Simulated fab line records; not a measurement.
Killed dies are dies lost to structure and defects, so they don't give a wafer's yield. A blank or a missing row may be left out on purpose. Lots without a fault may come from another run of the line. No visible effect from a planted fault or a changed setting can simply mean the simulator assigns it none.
Chamber matching -- flow gf180mcu -- GF_CONTACT_CMP_04 on cmp-01 has 4 sister chambers
The step polishes SiO2. 16 wafers are shown with their chamber, then 8 later ones without.

== WAFERS WITH THEIR CHAMBER ==
wafer,chamber,motor-current-A (A),time-to-endpoint-s (s)
L439.1,0,10.1,110
L439.2,2,12.0,116
L439.6,3,11.6,119
L443.2,1,11.6,117
L443.3,3,11.2,114
L443.4,0,10.6,119
L445.1,3,11.3,111
L445.2,2,12.1,114
L445.4,1,11.8,121
L447.2,3,11.6,107
L447.3,2,11.8,107
L447.5,1,10.8,117
L448.1,3,10.9,110
L448.2,1,11.4,119
L448.3,0,10.4,116
L449.1,2,12.0,111

SIGNATURES (means of the wafers above)
reading,chamber 0,chamber 1,chamber 2,chamber 3,scatter within a chamber
motor-current-A,10.367,11.400,11.975,11.320,0.3
time-to-endpoint-s,115.00,118.50,112.00,112.20,3.89
Rule: for a wafer and a chamber, the distance is found by dividing, reading by reading, the gap between the wafer's reading and the chamber's mean by the reading's scatter, squaring, summing and taking the root. If the next closest chamber is less than 2 further off than the closest, the wafer can't be placed; otherwise it belongs to the closest. The scatter is the square root of a quotient: the sum, over the shown wafers, of each reading's squared deviation from its chamber's mean, divided by wafers minus chambers.

== WAFERS MISSING THEIR CHAMBER ==
wafer,motor-current-A (A),time-to-endpoint-s (s)
L449.4,10.5,112
L449.6,11.4,118
L456.2,11.4,112
L456.3,11.2,102
L456.4,11.4,110
L457.2,11.3,108
L457.3,10.2,107
L457.6,11.0,113

== WHICH CHAMBER EACH ONE RAN IN ==
wafer,from the rows above,in truth
L449.4,can't be placed: 0 or 3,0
L449.6,can't be placed: 1 or 3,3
L456.2,can't be placed: 3 or 1 or 2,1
L456.3,can't be placed: 3 or 2 or 1 or 0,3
L456.4,can't be placed: 3 or 2 or 1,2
L457.2,can't be placed: 3 or 2 or 1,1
L457.3,can't be placed: 0 or 3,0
L457.6,can't be placed: 3 or 1 or 0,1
Placed correctly: 0 of 8. Not placeable from these rows: 8 (in 8, the candidates include the true chamber). Wrongly placed: 0.
